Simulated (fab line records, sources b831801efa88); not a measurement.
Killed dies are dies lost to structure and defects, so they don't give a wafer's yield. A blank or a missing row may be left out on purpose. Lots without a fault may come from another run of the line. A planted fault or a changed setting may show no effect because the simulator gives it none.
One fault seen from 2 desks | flow gf180mcu | each desk has only its own numbers; what lay behind them comes last

THE METROLOGY DESK
What the gauges read, lot by lot, whatever tool the lot ran on: means of the sampled wafers that have a number. A lot is out of limits, marked OUT, if its mean lies more than 4 standard deviations from the usual mean; the brackets give that distance.
Columns: A = NWELL_OVL at GF_NWELL_OVL_MEAS_07, usual -0.4 nm
lot  | first seen here | A
L880 | day 3 07:54     | -1.5
L882 | day 3 22:52     | -1.3
L883 | day 4 05:08     | -3.9
L885 | day 4 09:11     | 0.9
L887 | day 5 02:32     | -2.2
L888 | day 5 02:55     | 1.9
L890 | day 5 18:36     | 0.8
L893 | day 6 07:59     | -2.8
L895 | day 6 18:00     | 0.1
L896 | day 6 21:30     | -0.1
L900 | day 7 21:27     | -0.4
L902 | day 8 09:59     | -1.0
L903 | day 8 13:53     | -0.4
This desk's finding: nothing out of limits on any of the 13 lots.

THE TOOL OWNER'S DESK: rie_diel-04
The tool's own readings at GF_SAB_ETCH_11 (etches SiO2 in C4F8/O2/Ar, target depth 55 nm, time 8.5 s): means of the sampled wafers that have a number, for each lot that ran on this tool. A lot is out of limits, marked OUT, if its mean lies more than 4 standard deviations from the usual mean; the brackets give that distance.
Columns: A = bias_w at GF_SAB_ETCH_11, usual 1199.6 W; B = oes_product_au at GF_SAB_ETCH_11, usual 1.003 a.u.; C = rf_fwd_power_W at GF_SAB_ETCH_11, usual 1472 W
lot  | first seen here | A      | B     | C
L880 | day 14 23:07    | 1201.1 | 1.002 | 1473
L883 | day 16 10:46    | 1201.0 | 1.000 | 1480
L885 | day 17 12:14    | 1199.6 | 1.006 | 1481
L888 | day 18 00:25    | 1201.7 | 1.003 | 1476
L890 | day 18 21:22    | 1200.0 | 1.002 | 1484
L896 | day 20 14:27    | 1200.1 | 0.993 | 1389 (-10) OUT
This desk's finding: out of limits on L896; first on L896, day 20 14:27 (rf_fwd_power_W at GF_SAB_ETCH_11). In limits: L880, L883, L885, L888, L890.

PUT TOGETHER
The tool owner's desk could have raised an alarm at day 20 14:27, on L896.
The metrology desk saw nothing out of limits.
The metrology desk has L896 on record, within its limits.
Of the lots named, all ran GF_SAB_ETCH_11 on rie_diel-04.

WHAT THE SIMULATOR HAD PUT IN
Process parameter drift: rie_diel-04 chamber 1, from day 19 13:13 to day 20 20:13, at GF_SAB_ETCH_11. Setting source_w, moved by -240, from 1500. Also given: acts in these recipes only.
Lots struck among those shown: L896.
Hours from the fault's start to each desk's first reading out of limits: the tool owner's desk, 25.
